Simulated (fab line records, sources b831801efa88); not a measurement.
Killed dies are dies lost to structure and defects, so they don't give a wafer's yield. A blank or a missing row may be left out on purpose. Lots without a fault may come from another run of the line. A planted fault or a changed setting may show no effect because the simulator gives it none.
Problem report in the 8D (eight disciplines) form, filled by code | flow sky130 | the parts of the form that need people (team, actions taken, sign-off) are left out

1. THE PROBLEM
killed_at_M4_up at SKY_PAD_OPEN_PROBE_99 reads a mean of 45.0 on 3 wafers of 3 lots; wafers without a fault read 3.0 with a standard deviation of 1.7. That is +25 standard deviations from the usual mean.
First seen on wafer L644.4, day 50 07:39, on prober-01. The record holds 36 wafers of 12 lots with a number at this step. Rule for "out", or "out of limits": more than 4 standard deviations from the usual mean. The other wafers with a number count as sound.

2. WHAT IT IS AND WHAT IT IS NOT
question                    | is                                    | is not
which readings at this step | killed_at_M4_up, sort_bin_3_pad_short | killed_at_M0_to_M3, killed_at_contacts, killed_at_front_end, killed_at_other, killed_short, sort_bin_6_memory
which lots                  | L644, L645, L647                      | L625, L628, L629, L630, L631, L632, L633, L634, L635
which wafers of those lots  | L644.4, L645.6, L647.2                | L644.2, L644.3, L645.1, L645.3, L647.5, L647.6
read on which tools         | prober-01, prober-02                  | -
when                        | from day 50 07:39                     | up to then (29 sound wafers); but 4 sound wafers of L645, L647 came after

3. SUSPECTS, AND WHAT RULES EACH OUT
Counting: a tool at a process step up to the reading stays a suspect if it ran every lot that is out. Sound lots after the first of them don't rule it out here, since some wafers of a struck lot are sound.
- pvd_sputter-04 at SKY_METAL4_SPUTTER_03 (material Ti, target thk 5 nm, time 3.3 s): kept. It ran every lot that is out, first L644 (day 45 04:01); its last sound lot up to then is L633 (day 42 00:37).
Left after counting: pvd_sputter-04 at SKY_METAL4_SPUTTER_03.

4. THE CAUSE (what the simulator had put in)
Chamber particle source: pvd_sputter-04, from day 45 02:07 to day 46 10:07, at SKY_METAL4_SPUTTER_03. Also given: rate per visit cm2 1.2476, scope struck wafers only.
Counting left only this tool.

5. THE CHAIN OF EFFECTS, in route order
Each row: a reading whose mean over the struck wafers that have a number lies more than 3 standard deviations from the usual. Only readings for which the record gives a usual standard deviation are gone through. hours: the time from each lot's start at the first step in this table that gives one to its start at this step, as a median over the lots. sigmas: the change in usual standard deviations.
hours | step                  | reading              | usual  | on struck wafers | change | sigmas
0     | SKY_PAD_OPEN_PROBE_99 | defect_limited_yield | 82.7 % | 76.3             | -6.4   | -3.1
0     | SKY_PAD_OPEN_PROBE_99 | killed_at_M4_up      | 3.0    | 45.0             | +42.0  | +25
0     | SKY_PAD_OPEN_PROBE_99 | killed_dies          | 85     | 117              | +32    | +3.2
0     | SKY_PAD_OPEN_PROBE_99 | sort_bin_3_pad_short | 0.9 %  | 3.0              | +2.1   | +5.1
0     | SKY_PAD_OPEN_PROBE_99 | sort_bin_5_function  | 10.2 % | 15.1             | +4.9   | +3.1
0     | SKY_PAD_OPEN_PROBE_99 | sort_n_pass          | 407    | 375              | -32    | -3.2
0     | SKY_PAD_OPEN_PROBE_99 | sort_yield_pct       | 82.7 % | 76.3             | -6.4   | -3.1
The process steps in it:
- SKY_PAD_OPEN_PROBE_99

6. WHAT WOULD HAVE CAUGHT IT SOONER
In this record the first reading out of limits was taken at day 50 07:39, 126 hours after the fault began at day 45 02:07.
Of the tool readings at SKY_METAL4_SPUTTER_03 for which the record gives a usual standard deviation, none was out on any struck wafer, so an alarm limit of 4 standard deviations on them would not have fired.
All the lots that are out (3) had begun SKY_METAL4_SPUTTER_03 on pvd_sputter-04 by day 50 07:39. A hold on the tool at that time would have spared none of them.
